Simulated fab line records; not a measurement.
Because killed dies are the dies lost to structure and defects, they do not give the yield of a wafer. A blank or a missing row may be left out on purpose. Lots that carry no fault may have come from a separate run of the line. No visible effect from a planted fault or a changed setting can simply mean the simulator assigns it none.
Which of the tools did it? + flow gf180mcu + 13 lots with 39 wafers sampled at 3 steps, on a route of 602 steps

WHAT THE GAUGES READ, wafer by wafer
GF_POLY_GATE_THK_MEAS_01. Usual: POLY_GATE_CVD_00_THK gives 200.2 nm (standard deviation 1.4).
| lot  | measured     | on            | POLY_GATE_CVD_00_THK (nm) | flag |
|------|--------------|---------------|---------------------------|------|
| L178 | day 9 02:00  | film-metro-04 | 200.7 198.9 199.1         |      |
| L180 | day 9 14:55  | film-metro-03 | 199.6 200.7 199.3         |      |
| L182 | day 9 22:55  | film-metro-03 | 203.1 202.4 201.7         |      |
| L183 | day 10 05:58 | film-metro-04 | 200.9 201.2 199.8         |      |
| L184 | day 10 11:31 | film-metro-01 | 199.7 198.8 199.4         |      |
| L189 | day 12 01:15 | film-metro-01 | 200.6 200.4 200.9         |      |
| L191 | day 13 04:23 | film-metro-03 | 200.9 199.6 200.1         |      |
| L193 | day 14 05:20 | film-metro-03 | 197.6 198.3 197.6         |      |
| L194 | day 14 06:54 | film-metro-01 | 201.9 202.8 201.6         |      |
| L195 | day 14 21:30 | film-metro-01 | 201.0 199.6 200.4         |      |
| L196 | day 15 04:53 | film-metro-04 | 200.6 200.9 201.5         |      |
| L199 | day 15 14:13 | film-metro-04 | 203.1 201.0 199.6         |      |
| L198 | day 15 14:13 | film-metro-01 | 199.4 198.2 200.4         |      |

WHAT TOOL EACH LOT RAN ON (gives the tool, then ch and the chambers of the sampled wafers, and finally the start)
| lot  | GF_MVPSD_DEHYDRATE_00             | GF_VT_IMPLANT_STRIP_09               |
|------|-----------------------------------|--------------------------------------|
| L178 | litho-track-03 ch 0, day 5 06:28  | plasma-asher-03 ch 0,1, day 6 04:55  |
| L180 | litho-track-01 ch 0, day 5 17:50  | plasma-asher-03 ch 0,1, day 6 15:22  |
| L182 | litho-track-01 ch 0, day 6 03:16  | plasma-asher-01 ch 0,1, day 7 01:08  |
| L183 | litho-track-01 ch 0, day 6 09:20  | plasma-asher-03 ch 0,1, day 7 06:19  |
| L184 | litho-track-02 ch 0, day 6 12:59  | plasma-asher-02 ch 1, day 7 11:46    |
| L189 | litho-track-02 ch 0, day 7 19:17  | plasma-asher-01 ch 0,1, day 8 20:29  |
| L191 | litho-track-03 ch 0, day 8 13:03  | plasma-asher-01 ch 0,1, day 9 15:13  |
| L193 | litho-track-01 ch 0, day 9 12:11  | plasma-asher-01 ch 0,1, day 10 15:00 |
| L194 | litho-track-02 ch 0, day 9 13:37  | plasma-asher-01 ch 0,1, day 10 17:27 |
| L195 | litho-track-01 ch 0, day 10 00:52 | plasma-asher-01 ch 0,1, day 11 05:27 |
| L196 | litho-track-02 ch 0, day 10 01:46 | plasma-asher-03 ch 0,1, day 11 06:06 |
| L199 | litho-track-02 ch 0, day 10 11:02 | plasma-asher-02 ch 0,1, day 11 16:22 |
| L198 | litho-track-01 ch 0, day 10 12:08 | plasma-asher-01 ch 0,1, day 11 16:28 |
- GF_MVPSD_DEHYDRATE_00: time 60 s.
- GF_VT_IMPLANT_STRIP_09: strips in O2/N2.

WHAT THE TOOLS THEMSELVES READ (means of the sampled wafers that have a number; where no wafer has one, the mark that the record gives instead)
GF_MVPSD_DEHYDRATE_00. Usual: heater-power-total-W 160.36 W, standard deviation 0.12; plate-temp-C 200.02 C, standard deviation 0.15.
| lot  | tool           | heater-power-total-W (W) | plate-temp-C (C) | flag |
|------|----------------|--------------------------|------------------|------|
| L178 | litho-track-03 | 160.33                   | 200.07           |      |
| L180 | litho-track-01 | 160.35                   | 200.26           |      |
| L182 | litho-track-01 | 163.77                   | 203.23           | OFF  |
| L183 | litho-track-01 | 163.73                   | 203.23           | OFF  |
| L184 | litho-track-02 | 160.25                   | 200.11           |      |
| L189 | litho-track-02 | 160.34                   | 200.04           |      |
| L191 | litho-track-03 | 160.38                   | 200.10           |      |
| L193 | litho-track-01 | 160.39                   | 200.03           |      |
| L194 | litho-track-02 | 160.38                   | 199.99           |      |
| L195 | litho-track-01 | 160.37                   | 200.20           |      |
| L196 | litho-track-02 | 160.35                   | 200.25           |      |
| L199 | litho-track-02 | 160.36                   | 200.23           |      |
| L198 | litho-track-01 | 160.45                   | 199.93           |      |

GF_VT_IMPLANT_STRIP_09. Usual: drypump-motor-current-A 5.8 A, standard deviation 0.51; heater-power-w 343 W, standard deviation 22; oes-product-au 0.716 a.u., standard deviation 0.0041; strip-time-to-endpoint-s 12.612 s, standard deviation 0.029.
| lot  | tool            | drypump-motor-current-A (A) | heater-power-w (W) | oes-product-au (a.u.) | strip-time-to-endpoint-s (s) | flag |
|------|-----------------|-----------------------------|--------------------|-----------------------|------------------------------|------|
| L178 | plasma-asher-03 | 5.4                         | 334                | 0.719                 | 12.637                       |      |
| L180 | plasma-asher-03 | 5.4                         | 330                | 0.712                 | 12.578                       |      |
| L182 | plasma-asher-01 | 6.4                         | 350                | 0.713                 | 12.598                       |      |
| L183 | plasma-asher-03 | 5.3                         | 333                | 0.720                 | 12.598                       |      |
| L184 | plasma-asher-02 | 5.9                         | 319                | 0.720                 | 12.584                       |      |
| L189 | plasma-asher-01 | 6.4                         | 347                | 0.718                 | 12.620                       |      |
| L191 | plasma-asher-01 | 6.4                         | 348                | 0.714                 | 12.622                       |      |
| L193 | plasma-asher-01 | 6.4                         | 342                | 0.713                 | 12.613                       |      |
| L194 | plasma-asher-01 | 6.4                         | 350                | 0.712                 | 12.619                       |      |
| L195 | plasma-asher-01 | 6.4                         | 358                | 0.719                 | 12.632                       |      |
| L196 | plasma-asher-03 | 5.4                         | 351                | 0.716                 | 12.598                       |      |
| L199 | plasma-asher-02 | 5.4                         | 329                | 0.716                 | 12.621                       |      |
| L198 | plasma-asher-01 | 6.4                         | 362                | 0.715                 | 12.631                       |      |

THE ANSWER, worked out from the rows above alone
Rule: lot off if the mean of its wafers having a number is beyond 3 standard deviations from the usual mean. Also off: a lot with no number at a reading for which 4 or more lots have one. The other lots that the step has rows for count as sound. First the gauges in route order, then the tools' own readings, where a lot's mean is used as printed above. At the first step where some lot is off, the reading lying furthest off is the one used; lots without a number count as furthest.
Off, at GF_MVPSD_DEHYDRATE_00 on heater-power-total-W: L182, L183.
A tool fits if, at that step or a process step before it, it ran every lot that is off, and no sound lot after the first of them. No candidate that was tried fits.

WHAT THE SIMULATOR PUT IN
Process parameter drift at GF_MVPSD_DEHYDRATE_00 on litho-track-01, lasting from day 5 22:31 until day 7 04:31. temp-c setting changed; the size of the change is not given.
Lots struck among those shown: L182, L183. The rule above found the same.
